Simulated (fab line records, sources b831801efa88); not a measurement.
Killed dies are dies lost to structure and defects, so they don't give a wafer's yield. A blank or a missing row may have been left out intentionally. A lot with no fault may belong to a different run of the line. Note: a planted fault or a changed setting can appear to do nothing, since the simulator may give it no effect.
Comparing a struck lot with a sound one -- flow sky130 -- 29 out of 708 route steps
Sound: wafers L394.2, L394.3, L394.6. Struck: wafer L387.1 (left out: L387.4, a lot-mate that was not struck); the cause follows at the end.
Each step with rows lists, per side, the tool, then ch with its chambers, then its first start. Under that, the readings that differ: sound wafers -- struck wafers -- difference of the means -- sigmas: that difference in standard deviations of wafers without a fault.
alike: words and numbers the same on both sides, and readings whose means are apart by under 2 such deviations; not compared: readings that were withheld, readings missing a value for some wafer, numbers with overlapping values and no deviation given by the record, and bounds like >300 which may hide the same value.
The two part at a step that has a row with sigmas, a row that says differs or no value, or rows on one side only. Numbers that don't overlap but have no deviation are shown without sigmas and don't part them. A reading missing from all wafers of one side parts the sides only when that side holds two or more wafers.

first, 8 steps without rows for these wafers: SKY_LOCAL_INTERCONNECT_ETCH_13 (etches BARC in N2/H2, stops on SiO2, time 45.9 s, target depth 60 nm); SKY_LOCAL_INTERCONNECT_METAL_ETCH_14 (etches TiN in Cl2/BCl3, stops on PSG, target depth 110 nm, time 31.4 s); SKY_LOCAL_INTERCONNECT_STRIP_15 (strips in O2/N2); SKY_LOCAL_INTERCONNECT_STRIP_16 (strips in post etch residue remover, time 1200 s); SKY_LOCAL_INTERCONNECT_CLEAN_17 (cleans in IPA, time 180 s); SKY_LOCAL_INTERCONNECT_CLEAN_18 (cleans in O3/DIW); SKY_CONTACT_CVD_00 (deposits Si3N4, target thk 75 nm); SKY_CONTACT_HDPCVD_02 (deposits SiO2, target thk 565 nm, time 94.2 s).
SKY_CONTACT_CMP_04: polishes SiO2.
  sound on cmp-02 ch 0,1,3, day 36 23:43; struck on cmp-01 ch 1, day 35 13:16
reading,sound,struck,difference,sigmas
time to endpoint s (s),93 88 91,114,+23,+4
model.SiO2_of_CONTACT_HDPCVD_02.thk nm (nm),342.4 339.4 341.9,425.2,+84.0,
  alike: motor current A, slurry filter dp kPa
then, 9 steps without rows for these wafers: SKY_CONTACT_DEHYDRATE_06 (time 60 s); SKY_CONTACT_HMDS_07 (prime time 60 s); SKY_CONTACT_COAT_08 (resist thk 60 nm); SKY_CONTACT_COAT_09 (resist thk 450 nm); SKY_CONTACT_SOFTBAKE_10 (time 90 s); SKY_CONTACT_EXPOSE_11 (exposes mask CTM1, target cd 170 nm); SKY_CONTACT_PEB_12; SKY_CONTACT_DEVELOP_13 (develop time 60 s); SKY_CONTACT_ETCH_16 (etches BARC in N2/H2, stops on SiO2, time 45.9 s, target depth 60 nm).
SKY_CONTACT_ETCH_17: etches SiO2 in C4F8/O2/Ar, stops on Si3N4, target depth 340 nm.
  sound on rie diel-01 ch 0,1, day 38 02:20; struck on rie diel-01 ch 2, day 36 16:12
reading,sound,struck,difference,sigmas
oes product au (a.u.),0.896 0.884 0.897,1.018,+0.126,+24
model.etch.depth nm (nm),342.4 339.4 341.9,421.4,+80.2,
model.CONTACT.feature depth nm (nm),342.4 339.4 341.9,421.4,+80.2,
then, 7 steps without rows for these wafers: SKY_CONTACT_ETCH_18 (etches Si3N4 in CHF3/O2, stops on TiN, time 39 s, target depth 75 nm); SKY_CONTACT_STRIP_19 (strips in O2/N2); SKY_CONTACT_STRIP_20 (strips in post etch residue remover, time 1200 s); SKY_CONTACT_CLEAN_21 (cleans in IPA, time 180 s); SKY_CONTACT_CLEAN_22 (cleans in O3/DIW); SKY_CONTACT_SPUTTER_23 (material TiN, target thk 20 nm, time 80 s); SKY_CONTACT_CVD_24 (deposits W, target thk 340 nm, time 102.12 s).
SKY_CONTACT_CMP_27: polishes, stops on SiO2, t overpolish 15 s, target thk 0 nm.
  sound on cmp-02 ch 0,3, day 38 03:26; struck on cmp-02 ch 3, day 36 17:19
reading,sound,struck,difference,sigmas
model.SiO2_of_CONTACT_HDPCVD_02.thk nm (nm),339.2 336.2 338.8,422,+84,
  alike: motor current A, slurry filter dp kPa
then, 1 step without rows for these wafers: SKY_METAL1_SPUTTER_00 (material Ti, target thk 15 nm, time 10 s).
-- the record jumps here: 13 days lie between the struck wafers' starts before and after (it left off in module METAL1 and takes up again in module PAD_OPEN, whose first step shown is number 708 of the route) --
SKY_PAD_OPEN_PROBE_99:
  rows exist in the record for the struck wafers here (prober-02, day 49 13:59), but not for the sound ones

## WHERE THEY PART
Last at SKY_PAD_OPEN_PROBE_99 as far as this record goes, first at SKY_CONTACT_CMP_04.

WHY: whatever the simulator had introduced
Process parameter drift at SKY_CONTACT_CMP_04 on cmp-01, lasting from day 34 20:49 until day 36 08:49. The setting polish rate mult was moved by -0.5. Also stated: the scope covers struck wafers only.
